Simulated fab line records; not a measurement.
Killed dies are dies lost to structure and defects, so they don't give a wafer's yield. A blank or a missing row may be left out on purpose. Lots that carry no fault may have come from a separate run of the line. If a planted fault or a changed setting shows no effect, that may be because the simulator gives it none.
fab line records + flow gf180mcu
[record]
- lots = 15
- wafers = 45
- last_day = 34
route steps=602 shown V2@393
lots that met no fault: taken from a fault-free run of the same line
start_h: hours from the record's first day to the start of the lot's first wafer shown + wait_h: hours from the lot's prior step to this one + " unchanged from the row above + L1.1+2: a row that stands for several wafers + - no value, or no start was given + * or withheld: withheld + < > ~ a bound
route shown NAME@n: NAME is a module with steps in the file, n the number in the route of the first one + usual: average and standard deviation across the fault-free wafers + same: alike in all rows + chamber/n: place in a boat + sites: per-site readings + _std_site: their standard deviation + _edge_site: the outer-site mean with the inner-site mean subtracted + radius_mm: for every site, how far away it sits from the centre of the wafer + mask NAME#n: copy n + behind: the last tool/chamber to shape the wafer + hold: cause of the lot's hold/its duration in hours/its outcome + device: the n, p or np transistor that did not switch + end of line: tests run on the same wafers once the route is complete + where a step has no rows: the recipe by itself + killed: count of dies lost to structure and defects at first sort (not the wafer's yield) + map: dies across one wafer; x = killed, . = not, _ = none there
set.NAME: setting as actually run; set.NAME@STEP: the setting as run at that earlier step + model.NAME: the simulator's own value behind a step, which no gauge read
steps of the route over a sample of lots; a table a step, a row a wafer
services: when a tool's chamber went out of use (start_h, in hours from the record's first day, below 0 if earlier), for how many hours, and the reason
[[steps]]
[step GF_V2_EXPOSE_11]
[recipe]
- mask_id = Via2
- target_cd_nm = 260
- na = 0.68
- source_shape = conventional
- sigma_outer = 0.6
- dose_mj = 38
[usual]
- exposure_dose_mJ_cm2 = 38.13/0.043
- focus_offset_nm = 0.0/0.57
| lot.wafer | tool           | chamber | start_h | wait_h | mask   | exposure_dose_mJ_cm2 | focus_offset_nm |
|-----------|----------------|---------|---------|--------|--------|----------------------|-----------------|
| L480.2    | krf_scanner-02 | 0       | 468.25  | -      | Via2#0 | 38.07                | -1.3            |
| L480.3    | "              | 0       | "       | "      | Via2#0 | 38.06                | -0.6            |
| L480.4    | "              | 0       | "       | "      | Via2#0 | 38.09                | -0.6            |
| L481.1    | krf_scanner-01 | 0       | 472.50  | -      | Via2#0 | 38.13                | 0.3             |
| L481.2    | "              | 0       | "       | "      | Via2#0 | 38.14                | -0.5            |
| L481.6    | "              | 0       | "       | "      | Via2#0 | 38.11                | -0.5            |
| L483.2    | krf_scanner-01 | 0       | 495.24  | -      | Via2#0 | 38.22                | -0.8            |
| L483.4    | "              | 0       | "       | "      | Via2#0 | 38.18                | 0.1             |
| L483.6    | "              | 0       | "       | "      | Via2#0 | 38.21                | 0.7             |
| L484.1    | krf_scanner-02 | 0       | 499.25  | -      | Via2#0 | 38.05                | 0.2             |
| L484.4    | "              | 0       | "       | "      | Via2#0 | 38.10                | 0.6             |
| L484.6    | "              | 0       | "       | "      | Via2#0 | 38.09                | 0.2             |
| L485.3    | krf_scanner-02 | 0       | 520.68  | -      | Via2#0 | 38.20                | -0.4            |
| L485.5    | "              | 0       | "       | "      | Via2#0 | 38.17                | -0.1            |
| L485.6    | "              | 0       | "       | "      | Via2#0 | 38.13                | -0.4            |
| L486.2    | krf_scanner-01 | 0       | 521.54  | -      | Via2#0 | 38.13                | -0.4            |
| L486.5    | "              | 0       | "       | "      | Via2#0 | 38.10                | -0.7            |
| L486.6    | "              | 0       | "       | "      | Via2#0 | 38.13                | 0.6             |
| L487.1    | krf_scanner-02 | 0       | 527.82  | -      | Via2#0 | 38.07                | 0.1             |
| L487.3    | "              | 0       | "       | "      | Via2#0 | 38.09                | -0.8            |
| L487.4    | "              | 0       | "       | "      | Via2#0 | 38.11                | 0.3             |
| L490.1    | krf_scanner-02 | 0       | 559.02  | -      | Via2#0 | 38.10                | 0.3             |
| L490.4    | "              | 0       | "       | "      | Via2#0 | 38.15                | 0.1             |
| L490.6    | "              | 0       | "       | "      | Via2#0 | 38.13                | 0.0             |
| L494.2    | krf_scanner-02 | 0       | 588.17  | -      | Via2#0 | 38.10                | 0.9             |
| L494.5    | "              | 0       | "       | "      | Via2#0 | 38.11                | 0.9             |
| L494.6    | "              | 0       | "       | "      | Via2#0 | 38.15                | 1.2             |
| L495.2    | krf_scanner-01 | 0       | 597.62  | -      | Via2#0 | 38.12                | 0.1             |
| L495.4    | "              | 0       | "       | "      | Via2#0 | 38.12                | -0.5            |
| L495.5    | "              | 0       | "       | "      | Via2#0 | 38.11                | -0.4            |
| L497.3    | krf_scanner-02 | -       | 609.51  | -      | Via2#0 | -                    | -               |
| L497.5    | "              | -       | "       | "      | Via2#0 | -                    | -               |
| L497.6    | "              | -       | "       | "      | Via2#0 | -                    | -               |
| L498.1    | krf_scanner-02 | -       | 614.62  | -      | Via2#0 | -                    | -               |
| L498.2    | "              | -       | "       | "      | Via2#0 | -                    | -               |
| L498.6    | "              | -       | "       | "      | Via2#0 | -                    | -               |
| L499.1    | krf_scanner-01 | -       | 625.07  | -      | Via2#0 | -                    | -               |
| L499.2    | "              | -       | "       | "      | Via2#0 | -                    | -               |
| L499.3    | "              | -       | "       | "      | Via2#0 | -                    | -               |
| L500.2    | krf_scanner-02 | 0       | 632.72  | -      | Via2#0 | 38.12                | -0.2            |
| L500.3    | "              | 0       | "       | "      | Via2#0 | 38.07                | 0.8             |
| L500.4    | "              | 0       | "       | "      | Via2#0 | 38.06                | 1.1             |
| L501.1    | krf_scanner-02 | 0       | 639.48  | -      | Via2#0 | 38.20                | -0.8            |
| L501.5    | "              | 0       | "       | "      | Via2#0 | 38.21                | -0.9            |
| L501.6    | "              | 0       | "       | "      | Via2#0 | 38.22                | -0.5            |
[step GF_V2_OVL_MEAS_15]
[usual]
- V2_OVL = -4/4.4
| lot.wafer | tool       | chamber | start_h | wait_h | V2_OVL[nm] |
|-----------|------------|---------|---------|--------|------------|
| L480.2    | overlay-02 | -       | 480.16  | 0.1    | -1         |
| L480.3    | "          | -       | "       | "      | -2         |
| L480.4    | "          | -       | "       | "      | -7         |
| L481.1    | overlay-01 | -       | 484.81  | 0.1    | -10        |
| L481.2    | "          | -       | "       | "      | -7         |
| L481.6    | "          | -       | "       | "      | -5         |
| L483.2    | overlay-02 | -       | 507.40  | 0.1    | 3          |
| L483.4    | "          | -       | "       | "      | 1          |
| L483.6    | "          | -       | "       | "      | 5          |
| L484.1    | overlay-02 | -       | 510.85  | 0.1    | -10        |
| L484.4    | "          | -       | "       | "      | -4         |
| L484.6    | "          | -       | "       | "      | -1         |
| L485.3    | overlay-01 | -       | 532.93  | 0.1    | -5         |
| L485.5    | "          | -       | "       | "      | -11        |
| L485.6    | "          | -       | "       | "      | -3         |
| L486.2    | overlay-02 | -       | 533.50  | 0.1    | -8         |
| L486.5    | "          | -       | "       | "      | -13        |
| L486.6    | "          | -       | "       | "      | -8         |
| L487.1    | overlay-02 | -       | 539.55  | 0.1    | -5         |
| L487.3    | "          | -       | "       | "      | -5         |
| L487.4    | "          | -       | "       | "      | -16        |
| L490.1    | overlay-01 | -       | 569.75  | 0.1    | -8         |
| L490.4    | "          | -       | "       | "      | -6         |
| L490.6    | "          | -       | "       | "      | -1         |
| L494.2    | overlay-02 | -       | 598.87  | 0.1    | 0          |
| L494.5    | "          | -       | "       | "      | 3          |
| L494.6    | "          | -       | "       | "      | -6         |
| L495.2    | overlay-01 | -       | 608.25  | 0.1    | -1         |
| L495.4    | "          | -       | "       | "      | -4         |
| L495.5    | "          | -       | "       | "      | -1         |
| L497.3    | overlay-02 | -       | 619.67  | 0.1    | -          |
| L497.5    | "          | -       | "       | "      | -          |
| L497.6    | "          | -       | "       | "      | -          |
| L498.1    | overlay-02 | -       | 624.75  | 0.1    | -          |
| L498.2    | "          | -       | "       | "      | -          |
| L498.6    | "          | -       | "       | "      | -          |
| L499.1    | overlay-02 | -       | 634.66  | 0.1    | -          |
| L499.2    | "          | -       | "       | "      | -          |
| L499.3    | "          | -       | "       | "      | -          |
| L500.2    | overlay-01 | -       | 643.10  | 0.1    | -5         |
| L500.3    | "          | -       | "       | "      | -3         |
| L500.4    | "          | -       | "       | "      | -5         |
| L501.1    | overlay-01 | -       | 649.25  | 0.1    | 0          |
| L501.5    | "          | -       | "       | "      | -2         |
| L501.6    | "          | -       | "       | "      | 1          |
[step GF_V2_ETCH_16]
[recipe]
- chemistry = N2/H2
- target_depth_a = withheld
- overetch_a = withheld
- time_s = withheld
- target = BARC
- ion_energy_ev = 200
- source_w = 500
- bias_w = 100
- pressure_mtorr = 30
- n2_flow_sccm = 100
- h2_flow_sccm = 200
[usual]
- bias_w = 100.0/0.33
- chamber_pressure_mTorr = 29.999/0.029
- drypump_motor_current_A = 5.9/0.56
- oes_product_au = 0.856/0.005
- throttle_valve_pct = 13.225/0.0085
| lot.wafer | tool        | chamber | start_h | wait_h | bias_w | chamber_pressure_mTorr | drypump_motor_current_A | oes_product_au | throttle_valve_pct |
|-----------|-------------|---------|---------|--------|--------|------------------------|-------------------------|----------------|--------------------|
| L480.2    | rie_diel-02 | 0       | 480.19  | 0.0    | 100.1  | 29.963                 | 5.6                     | 0.850          | 13.226             |
| L480.3    | "           | 3       | "       | "      | 100.2  | 29.999                 | 6.5                     | 0.857          | 13.218             |
| L480.4    | "           | 2       | "       | "      | 100.4  | 30.021                 | 5.2                     | 0.850          | 13.238             |
| L481.1    | rie_diel-02 | 3       | 484.84  | 0.0    | 100.0  | 29.994                 | 6.5                     | 0.856          | 13.215             |
| L481.2    | "           | 2       | "       | "      | 100.5  | 29.997                 | 5.3                     | 0.850          | 13.237             |
| L481.6    | "           | 1       | "       | "      | 99.8   | 29.983                 | 5.6                     | 0.860          | 13.217             |
| L483.2    | rie_diel-01 | 2       | 507.43  | 0.0    | 99.8   | 29.932                 | 6.4                     | 0.858          | 13.222             |
| L483.4    | "           | 1       | "       | "      | 99.8   | 30.000                 | 5.7                     | 0.856          | 13.207             |
| L483.6    | "           | 0       | "       | "      | 100.3  | 30.036                 | 6.3                     | 0.855          | 13.232             |
| L484.1    | rie_diel-02 | 1       | 510.88  | 0.0    | 100.0  | 30.008                 | 5.6                     | 0.854          | 13.221             |
| L484.4    | "           | 3       | "       | "      | 100.3  | 29.984                 | 6.5                     | 0.860          | 13.222             |
| L484.6    | "           | 2       | "       | "      | 100.1  | 30.024                 | 5.2                     | 0.865          | 13.234             |
| L485.3    | rie_diel-02 | 0       | 532.95  | 0.0    | 99.9   | 29.991                 | 5.6                     | 0.857          | 13.239             |
| L485.5    | "           | 1       | "       | "      | 99.8   | 30.000                 | 5.6                     | 0.858          | 13.211             |
| L485.6    | "           | 0       | "       | "      | 100.7  | 30.011                 | 5.6                     | 0.850          | 13.220             |
| L486.2    | rie_diel-01 | 0       | 533.53  | 0.0    | 100.4  | 29.988                 | 6.3                     | 0.863          | 13.234             |
| L486.5    | "           | 3       | "       | "      | 99.9   | 29.969                 | 6.8                     | 0.860          | 13.222             |
| L486.6    | "           | 1       | "       | "      | 100.1  | 29.992                 | 5.7                     | 0.853          | 13.207             |
| L487.1    | rie_diel-01 | 2       | 539.59  | 0.0    | 100.5  | 30.013                 | 6.4                     | 0.853          | 13.238             |
| L487.3    | "           | 1       | "       | "      | 100.8  | 29.993                 | 5.7                     | 0.858          | 13.224             |
| L487.4    | "           | 0       | "       | "      | 99.9   | 29.974                 | 6.3                     | 0.848          | 13.233             |
| L490.1    | rie_diel-01 | 2       | 569.79  | 0.0    | 100.0  | 29.967                 | 6.4                     | 0.859          | 13.232             |
| L490.4    | "           | 3       | "       | "      | 99.7   | 30.004                 | 6.8                     | 0.851          | 13.217             |
| L490.6    | "           | 2       | "       | "      | 100.2  | 29.978                 | 6.4                     | 0.860          | 13.227             |
| L494.2    | rie_diel-01 | 0       | 598.90  | 0.0    | 99.6   | 29.946                 | 6.3                     | 0.847          | 13.219             |
| L494.5    | "           | 3       | "       | "      | 100.4  | 29.955                 | 6.8                     | 0.850          | 13.222             |
| L494.6    | "           | 0       | "       | "      | 99.8   | 29.978                 | 6.3                     | 0.855          | 13.226             |
| L495.2    | rie_diel-02 | 2       | 608.28  | 0.0    | 99.7   | 29.993                 | 5.3                     | 0.854          | 13.220             |
| L495.4    | "           | 1       | "       | "      | 100.5  | 29.999                 | 5.6                     | 0.863          | 13.223             |
| L495.5    | "           | 2       | "       | "      | 100.0  | 29.947                 | 5.3                     | 0.853          | 13.221             |
| L497.3    | rie_diel-01 | 1       | 619.70  | 0.0    | 99.6   | 29.988                 | 5.7                     | 0.866          | 13.238             |
| L497.5    | "           | 3       | "       | "      | 100.4  | 29.966                 | 6.8                     | 0.858          | 13.223             |
| L497.6    | "           | 2       | "       | "      | 100.3  | 29.980                 | 6.5                     | 0.860          | 13.213             |
| L498.1    | rie_diel-04 | 0       | 624.79  | 0.0    | 100.1  | 30.037                 | 5.5                     | 0.861          | 13.238             |
| L498.2    | "           | 2       | "       | "      | 100.0  | 29.995                 | 5.7                     | 0.855          | 13.229             |
| L498.6    | "           | 3       | "       | "      | 100.0  | 29.991                 | 4.6                     | 0.859          | 13.248             |
| L499.1    | rie_diel-02 | 1       | 634.70  | 0.0    | 100.1  | 29.951                 | 5.6                     | 0.850          | 13.233             |
| L499.2    | "           | 3       | "       | "      | 99.7   | 30.015                 | 6.5                     | 0.853          | 13.228             |
| L499.3    | "           | 2       | "       | "      | 100.1  | 30.022                 | 5.2                     | 0.856          | 13.230             |
| L500.2    | rie_diel-02 | 2       | 643.13  | 0.0    | 100.0  | 30.017                 | 5.3                     | 0.854          | 13.212             |
| L500.3    | "           | 0       | "       | "      | 99.5   | 29.936                 | 5.7                     | 0.851          | 13.220             |
| L500.4    | "           | 1       | "       | "      | 100.4  | 29.983                 | 5.6                     | 0.856          | 13.242             |
| L501.1    | rie_diel-04 | 0       | 649.29  | 0.0    | 100.0  | 30.008                 | 5.5                     | 0.863          | 13.228             |
| L501.5    | "           | 2       | "       | "      | 100.4  | 30.029                 | 5.6                     | 0.852          | 13.229             |
| L501.6    | "           | 3       | "       | "      | 100.2  | 29.955                 | 4.7                     | 0.858          | 13.229             |
[step GF_V2_STRIP_18]
[recipe]
- chemistry = O2/N2
- power_w = 1400
- pressure_mtorr = 1500
- platen_temp_c = 250
- o2_flow_sccm = 3000
- n2_flow_sccm = 300
- overash_fraction = 0.5
[usual]
- chamber_pressure_mTorr = 1500.1/1.4
- drypump_motor_current_A = 5.7/0.31
- heater_power_w = 344/25
- oes_product_au = 0.600/0.0048
| lot.wafer | tool            | chamber | start_h | wait_h | chamber_pressure_mTorr | drypump_motor_current_A | heater_power_w | oes_product_au | rf_hours_counter_h |
|-----------|-----------------|---------|---------|--------|------------------------|-------------------------|----------------|----------------|--------------------|
| L480.2    | plasma_asher-01 | 0       | 480.32  | -      | 1501.7                 | 5.8                     | 380            | 0.598          | 81                 |
| L480.3    | "               | 0       | "       | "      | 1499.4                 | 5.8                     | 372            | 0.606          | -                  |
| L480.4    | "               | 1       | "       | "      | 1499.5                 | 5.3                     | 336            | 0.600          | -                  |
| L481.1    | plasma_asher-01 | 0       | 484.97  | -      | 1500.3                 | 5.8                     | 371            | 0.595          | 81                 |
| L481.2    | "               | 1       | "       | "      | 1499.0                 | 5.3                     | 345            | 0.598          | 81                 |
| L481.6    | "               | 1       | "       | "      | 1498.9                 | 5.3                     | 345            | 0.595          | -                  |
| L483.2    | plasma_asher-03 | 0       | 507.56  | -      | 1501.3                 | 5.5                     | 320            | 0.591          | 76                 |
| L483.4    | "               | 0       | "       | "      | 1501.4                 | 5.5                     | 319            | 0.599          | -                  |
| L483.6    | "               | 0       | "       | "      | 1501.5                 | 5.4                     | 320            | 0.597          | -                  |
| L484.1    | plasma_asher-01 | 0       | 511.01  | -      | 1502.2                 | 5.8                     | 383            | 0.605          | 84                 |
| L484.4    | "               | 1       | "       | "      | 1499.1                 | 5.3                     | 343            | 0.605          | -                  |
| L484.6    | "               | 0       | "       | "      | 1498.0                 | 5.8                     | 375            | 0.596          | -                  |
| L485.3    | plasma_asher-01 | 1       | 533.11  | -      | 1501.3                 | 5.3                     | 335            | 0.594          | -                  |
| L485.5    | "               | 1       | "       | "      | 1500.4                 | 5.3                     | 331            | 0.591          | -                  |
| L485.6    | "               | 0       | "       | "      | 1501.1                 | 5.8                     | 374            | 0.609          | -                  |
| L486.2    | plasma_asher-03 | 0       | 533.66  | -      | 1500.4                 | 5.5                     | 327            | 0.602          | 78                 |
| L486.5    | "               | 0       | "       | "      | 1498.9                 | 5.5                     | 320            | 0.593          | -                  |
| L486.6    | "               | 1       | "       | "      | 1501.1                 | 5.9                     | 323            | 0.606          | -                  |
| L487.1    | plasma_asher-02 | 1       | 539.72  | -      | 1500.2                 | 6.0                     | 308            | 0.596          | 44                 |
| L487.3    | "               | 1       | "       | "      | 1498.3                 | 6.0                     | 309            | 0.604          | -                  |
| L487.4    | "               | 0       | "       | "      | 1498.7                 | 6.2                     | 375            | 0.596          | -                  |
| L490.1    | plasma_asher-01 | 1       | 569.92  | -      | 1501.0                 | 5.3                     | 343            | 0.597          | 90                 |
| L490.4    | "               | 0       | "       | "      | 1500.3                 | 5.8                     | 384            | 0.603          | -                  |
| L490.6    | "               | 0       | "       | "      | 1499.3                 | 5.8                     | 377            | 0.594          | -                  |
| L494.2    | plasma_asher-03 | 1       | 599.03  | -      | 1501.1                 | 5.9                     | 329            | 0.598          | 85                 |
| L494.5    | "               | 0       | "       | "      | 1498.7                 | 5.5                     | 313            | 0.606          | -                  |
| L494.6    | "               | 1       | "       | "      | 1501.8                 | 5.8                     | 328            | 0.599          | -                  |
| L495.2    | plasma_asher-03 | 1       | 608.41  | -      | 1497.4                 | 5.8                     | 326            | 0.607          | 86                 |
| L495.4    | "               | 0       | "       | "      | 1502.2                 | 5.5                     | 327            | 0.596          | -                  |
| L495.5    | "               | 1       | "       | "      | 1501.0                 | 5.8                     | 327            | 0.610          | -                  |
| L497.3    | plasma_asher-01 | 1       | 619.86  | -      | 1499.2                 | 5.3                     | 338            | 0.594          | -                  |
| L497.5    | "               | 1       | "       | "      | 1502.4                 | 5.3                     | 337            | 0.602          | -                  |
| L497.6    | "               | 0       | "       | "      | 1499.7                 | 5.8                     | 375            | 0.603          | -                  |
| L498.1    | plasma_asher-03 | 1       | 624.92  | -      | 1500.4                 | 5.9                     | 327            | 0.593          | 88                 |
| L498.2    | "               | 0       | "       | "      | 1499.4                 | 5.4                     | 314            | 0.594          | 88                 |
| L498.6    | "               | 0       | "       | "      | 1500.2                 | 5.5                     | 324            | 0.607          | -                  |
| L499.1    | plasma_asher-02 | 1       | 634.83  | -      | 1497.7                 | 5.9                     | 322            | 0.605          | 54                 |
| L499.2    | "               | 0       | "       | "      | 1501.8                 | 6.2                     | 378            | 0.605          | 54                 |
| L499.3    | "               | 1       | "       | "      | 1499.8                 | 6.0                     | 309            | 0.607          | -                  |
| L500.2    | plasma_asher-02 | 1       | 643.26  | -      | 1498.4                 | 6.0                     | 305            | 0.609          | 55                 |
| L500.3    | "               | 1       | "       | "      | 1502.2                 | 6.0                     | 312            | 0.602          | -                  |
| L500.4    | "               | 0       | "       | "      | 1501.6                 | 6.2                     | 376            | 0.600          | -                  |
| L501.1    | plasma_asher-01 | 1       | 649.42  | -      | 1500.6                 | 5.3                     | 346            | 0.599          | 97                 |
| L501.5    | "               | 0       | "       | "      | 1500.0                 | 5.8                     | 375            | 0.605          | -                  |
| L501.6    | "               | 1       | "       | "      | 1500.6                 | 5.3                     | 341            | 0.602          | -                  |
[[services]]
| tool            | chamber | start_h | hours | kind   |
|-----------------|---------|---------|-------|--------|
| rie_diel-02     | 3       | 449.37  | 12.5  | repair |
| krf_scanner-01  | -       | 454.48  | 1.3   | pm     |
| krf_scanner-02  | -       | 463.51  | 4.4   | pm     |
| plasma_asher-02 | -       | 472.42  | 1.8   | repair |
| rie_diel-04     | 2       | 479.03  | 5.6   | repair |
| krf_scanner-02  | -       | 484.75  | 0.8   | pm     |
| krf_scanner-02  | -       | 512.75  | 1.0   | pm     |
| rie_diel-01     | 3       | 515.46  | 3.3   | repair |
| plasma_asher-03 | -       | 517.88  | 13.3  | repair |
| krf_scanner-01  | -       | 519.92  | 1.0   | pm     |
| krf_scanner-02  | -       | 524.87  | 1.3   | pm     |
| rie_diel-01     | 2       | 529.65  | 5.2   | repair |
| krf_scanner-01  | -       | 543.47  | 1.9   | repair |
| rie_diel-02     | 2       | 549.95  | 2.7   | repair |
| rie_diel-02     | 3       | 551.45  | 3.5   | repair |
| krf_scanner-01  | -       | 573.83  | 4.4   | pm     |
| rie_diel-01     | 3       | 578.89  | 19.4  | repair |
| krf_scanner-02  | -       | 582.19  | 4.0   | pm     |
| rie_diel-02     | -       | 588.04  | 2.8   | pm     |
| krf_scanner-01  | -       | 603.97  | 0.8   | pm     |
| krf_scanner-01  | -       | 630.38  | 1.3   | pm     |
| plasma_asher-01 | -       | 640.25  | 7.8   | repair |
| rie_diel-02     | 0       | 648.75  | 5.9   | repair |
| plasma_asher-02 | -       | 648.83  | 1.2   | repair |
[[key]]
[first_sign]
- step = GF_V2_EXPOSE_11
- reading = tool_record
- direction = missing
effect none on later readings
met_at GF_V2_EXPOSE_11
struck_lots L497,L498,L499
later_rows_left_out L497.3,L497.5,L497.6,L498.1,L498.2,L498.6,L499.1,L499.2,L499.3
sort_left_out L497.3,L497.5,L497.6,L498.1,L498.2,L498.6,L499.1,L499.2,L499.3
not_acting_at GF_V2_OVL_MEAS_15,GF_V2_ETCH_16,GF_V2_STRIP_18
onset_between 597.62 609.51
[fault]
- kind = skipped_step_whole
- tool = krf_scanner-01,krf_scanner-02
- chamber = -
- onset_h = 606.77
- steps = GF_V2_EXPOSE_11
- scope = struck_lots_only
// sort_left_out: the simulated sort isn't trusted on such a fault, so these wafers' sort isn't shown, and their yield isn't known
// later_rows_left_out: the simulator's readings of these wafers behind a module that went badly wrong aren't trusted and aren't shown, but for the sort
